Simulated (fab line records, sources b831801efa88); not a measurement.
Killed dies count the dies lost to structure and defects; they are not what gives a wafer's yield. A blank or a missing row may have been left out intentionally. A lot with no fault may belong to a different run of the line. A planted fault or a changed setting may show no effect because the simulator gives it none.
Which of the tools did it?	flow sky130	11 lots, 33 wafers sampled, at 4 steps of a route of 708

WHAT EACH GAUGE READ, for each wafer
SKY_VT_ADJUST_NCORE_OVL_MEAS_08.
lot	measured	on	VT_ADJUST_NCORE_OVL (nm)
L696	day 8 09:25	overlay-02	0.0 0.9 1.0
L698	day 9 03:36	overlay-02	0.2 -0.5 -0.3
L704	day 10 18:43	overlay-02	0.4 3.3 -1.2
L705	day 11 02:51	overlay-01	-2.9 -2.3 -1.7
L706	day 11 13:24	overlay-01	-1.2 0.4 -1.7
L707	day 11 23:50	overlay-02	-2.0 -0.8 -2.9
L708	day 12 00:44	overlay-01	-1.3 -3.1 -0.5
L709	day 12 09:59	overlay-02	-124.1 -123.0 -123.7
L710	day 12 12:31	overlay-01	-124.2 -122.5 -123.1
L718	day 16 03:20	overlay-01	-126.1 -124.2 -123.7
L719	day 16 02:50	overlay-01	1.8 1.8 0.1

EACH LOT AND THE TOOL THAT RAN IT (in order: tool; ch and the chambers of the sampled wafers; start)
lot	SKY_NWELL_RTA_28	SKY_VT_ADJUST_LVTN_STRIP_20	SKY_VT_ADJUST_NCORE_EXPOSE_04
L696	rtp_anneal-02 ch 0, day 5 05:47	plasma_asher-03 ch 0,1, day 7 13:42	iline_stepper-02 ch 0, day 7 23:59
L698	rtp_anneal-02 ch 0, day 5 21:49	plasma_asher-02 ch 0,1, day 8 07:22	iline_stepper-02 ch 0, day 8 17:52
L704	rtp_anneal-02 ch 0, day 7 04:46	plasma_asher-04 ch 0,1, day 9 20:17	iline_stepper-02 ch 0, day 10 07:30
L705	rtp_anneal-01 ch 0, day 7 14:20	plasma_asher-04 ch 0,1, day 10 04:54	iline_stepper-02 ch 0, day 10 16:05
L706	rtp_anneal-02 ch 0, day 7 20:50	plasma_asher-04 ch 1, day 10 13:34	iline_stepper-01 ch 0, day 11 01:08
L707	rtp_anneal-01 ch 0, day 8 06:32	plasma_asher-04 ch 0,1, day 10 23:24	iline_stepper-02 ch 0, day 11 11:48
L708	rtp_anneal-02 ch 0, day 8 07:40	plasma_asher-04 ch 0,1, day 11 00:54	iline_stepper-02 ch 0, day 11 12:59
L709	rtp_anneal-01 ch 0, day 8 13:08	plasma_asher-04 ch 0,1, day 11 09:15	iline_stepper-02 ch 0, day 11 21:38
L710	rtp_anneal-02 ch 0, day 8 17:44	plasma_asher-03 ch 0,1, day 11 12:10	iline_stepper-02 ch 0, day 12 00:20
L718	rtp_anneal-02 ch 0, day 11 18:04	plasma_asher-02 ch 0,1, day 14 23:54	iline_stepper-02 ch 0, day 15 13:26
L719	rtp_anneal-02 ch 0, day 11 17:43	plasma_asher-03 ch 0,1, day 14 23:19	iline_stepper-01 ch 0, day 15 12:40
- SKY_NWELL_RTA_28: time 30 s.
- SKY_VT_ADJUST_LVTN_STRIP_20: strips in O2/N2.
- SKY_VT_ADJUST_NCORE_EXPOSE_04: exposes mask LVTN COMPLEMENT THIN, target cd 380 nm.

THE ANSWER, worked out from the rows above alone
Rule: usual is defined by the lots themselves. Put in order of their means at a reading, lots are off if they are a third of the lots or fewer, leave a main group of 4 or more, and stand apart from it by a gap of 3 or more times the standard deviation of the main group's means; of several such gaps the widest counts. A main group is skipped when, at the precision printed for the reading in the tables above, its means are all equal. Also off: a lot with no number at a reading for which 4 or more lots have one. All remaining lots with rows at the step are treated as sound.
Off: at SKY_VT_ADJUST_NCORE_OVL_MEAS_08 (VT_ADJUST_NCORE_OVL), L709, L710, L718. Mean -0.5 nm and standard deviation 1.3 in the main group.
If a tool, at a process step before that reading, ran all the lots that are off and no sound lot after the first of them, it fits. The gauges at SKY_VT_ADJUST_NCORE_OVL_MEAS_08 are tried like those tools. One fits: iline_stepper-02 at SKY_VT_ADJUST_NCORE_EXPOSE_04. Its last sound lot is L708 (day 11 12:59), its first lot that is off L709 (day 11 21:38): a fault that began between those two fits.

WHAT THE SIMULATOR PUT IN
Scanner matching overlay: iline_stepper-02, from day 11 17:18 on, at SKY_VT_ADJUST_NCORE_EXPOSE_04. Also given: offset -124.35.
Lots struck among those shown: L709, L710, L718. This agrees with what the rule above found.
